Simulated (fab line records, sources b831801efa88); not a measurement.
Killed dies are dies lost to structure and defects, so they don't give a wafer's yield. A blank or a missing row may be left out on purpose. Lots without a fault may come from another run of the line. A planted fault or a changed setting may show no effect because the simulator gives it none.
Problem report in the 8D (eight disciplines) form, filled by code | flow sky130 | the parts of the form that need people (team, actions taken, sign-off) are left out

1. THE PROBLEM
SD_P_OVL at SKY_SD_P_OVL_MEAS_08 reads a mean of -57.1 nm on 6 wafers of 2 lots; wafers without a fault read -0.6 nm with a standard deviation of 1.5. That is -38 standard deviations from the usual mean.
First seen on wafer L623.1, day 32 07:10, on overlay-02. The record holds 36 wafers of 12 lots with a number at this step. Rule for "out", or "out of limits": more than 4 standard deviations from the usual mean. The other wafers with a number count as sound.

2. WHAT IT IS AND WHAT IT IS NOT
question                    | is                     | is not
which readings at this step | SD_P_OVL               | -
which lots                  | L623, L625             | L604, L605, L606, L609, L611, L612, L614, L615, L624, L626
which wafers of those lots  | all that have a number | -
read on which gauges        | overlay-02             | overlay-01
when                        | from day 32 07:10      | up to then (24 sound wafers); but 6 sound wafers of L624, L626 came after

3. SUSPECTS, AND WHAT RULES EACH OUT
Counting: a tool at a process step up to the reading stays a suspect if it ran every lot that is out and no sound lot after the first of them.
- the gauge at SKY_SD_P_OVL_MEAS_08: kept. All the wafers that are out were read on overlay-02, and no step on other tools shows them out.
- iline_stepper-01 at SKY_SD_P_EXPOSE_04 (exposes mask PSDM, target cd 380 nm): kept. It ran every lot that is out, first L623 (day 31 17:13), and no sound lot after that; its last sound lot up to then is L611 (day 28 06:11).
Left after counting: iline_stepper-01 at SKY_SD_P_EXPOSE_04, overlay-02 at SKY_SD_P_OVL_MEAS_08.

4. THE CAUSE (what the simulator had put in)
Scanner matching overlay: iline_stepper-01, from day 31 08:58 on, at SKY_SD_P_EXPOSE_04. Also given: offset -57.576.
Counting left 2 suspects, and this tool is among them.

5. THE CHAIN OF EFFECTS, in route order
Each row: a reading whose mean over the struck wafers that have a number lies more than 3 standard deviations from the usual. Only readings for which the record gives a usual standard deviation are gone through. hours: the time from each lot's start at the first step in this table that gives one to its start at this step, as a median over the lots. sigmas: the change in usual standard deviations.
hours | step                 | reading  | usual   | on struck wafers | change | sigmas
0     | SKY_SD_P_OVL_MEAS_08 | SD_P_OVL | -0.6 nm | -57.1            | -56.5  | -38

6. WHAT WOULD HAVE CAUGHT IT SOONER
In this record the first reading out of limits at a measuring or inspecting step was taken at day 32 07:10, 22 hours after the fault began at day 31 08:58.
All the lots that are out (2) had begun SKY_SD_P_EXPOSE_04 on iline_stepper-01 by day 32 07:10. A hold on the tool at that time would have spared none of them.
